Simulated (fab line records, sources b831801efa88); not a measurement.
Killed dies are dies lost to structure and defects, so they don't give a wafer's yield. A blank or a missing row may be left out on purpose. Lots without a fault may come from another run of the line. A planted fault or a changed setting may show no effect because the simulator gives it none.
Which tool did it? | flow gf180mcu | 7 lots, 21 wafers sampled, at 4 steps of a route of 602

WHAT THE GAUGES READ, wafer by wafer
GF_V2_CD_MEAS_14: target cd 260 nm.
lot  | measured     | on        | cd_nm (nm)
L439 | day 20 14:59 | cd_sem-01 | 259.9 257.9 259.9
L442 | day 21 10:29 | cd_sem-01 | 259.7 260.1 258.2
L447 | day 23 11:12 | cd_sem-02 | 260.5 260.0 259.2
L449 | day 24 06:44 | cd_sem-02 | - - -
L453 | day 25 11:55 | cd_sem-01 | 260.5 261.8 260.3
L457 | day 26 16:47 | cd_sem-01 | 260.8 261.1 261.5
L461 | day 28 01:11 | cd_sem-02 | 259.3 258.6 258.1

WHICH TOOL RAN EACH LOT (tool, then ch and the chambers of the sampled wafers, then the start)
lot  | GF_V1_CMP_26                  | GF_M2_SPUTTER_01             | GF_V2_EXPOSE_11
L439 | cmp-01 ch 1,2,3, day 18 13:02 | pvd_sputter-02, day 18 13:17 | krf_scanner-01 ch 0, day 20 02:59
L442 | cmp-02 ch 0,1,3, day 19 09:39 | pvd_sputter-03, day 19 10:00 | krf_scanner-01 ch 0, day 20 23:04
L447 | cmp-01 ch 1,2, day 21 11:06   | pvd_sputter-04, day 21 11:30 | krf_scanner-01 ch 0, day 23 00:08
L449 | cmp-01 ch 0,2, day 22 07:25   | pvd_sputter-02, day 22 07:49 | krf_scanner-01, day 23 19:58
L453 | cmp-02 ch 1,2,3, day 23 13:57 | pvd_sputter-04, day 23 14:18 | krf_scanner-02 ch 0, day 25 01:17
L457 | cmp-01 ch 0,1,3, day 24 19:59 | pvd_sputter-02, day 24 20:20 | krf_scanner-01 ch 0, day 26 06:55
L461 | cmp-01 ch 0,2, day 26 05:43   | pvd_sputter-03, day 26 06:04 | krf_scanner-02 ch 0, day 27 14:58
- GF_V1_CMP_26: polishes, stops on SiO2, t overpolish 15 s, target thk 0 nm.
- GF_M2_SPUTTER_01: material TiN, target thk 30 nm, time 25 s.
- GF_V2_EXPOSE_11: exposes mask Via2, target cd 260 nm.

THE ANSWER, worked out from the rows above alone
Rule: what is usual is taken from the lots themselves. Put in order of their means at a reading, lots are off if they are a third of the lots or fewer, leave a main group of 4 or more, and stand apart from it by a gap of 3 or more times the standard deviation of the main group's means; of several such gaps the widest counts. A main group whose means are all the same, to the digits that the tables above print for the reading, isn't used. A lot without any number at a reading at which 4 lots or more have one is off too. The other lots that the step has rows for count as sound.
Off: L449, at GF_V2_CD_MEAS_14 (cd_nm). Without a number there: L449. The main group: mean 259.9 nm, standard deviation 0.89.
A tool fits if, at a process step before that reading, it ran every lot that is off, and no sound lot after the first of them. The gauges at GF_V2_CD_MEAS_14 are tried like those tools. None of those tried fits.

WHAT THE SIMULATOR HAD PUT IN
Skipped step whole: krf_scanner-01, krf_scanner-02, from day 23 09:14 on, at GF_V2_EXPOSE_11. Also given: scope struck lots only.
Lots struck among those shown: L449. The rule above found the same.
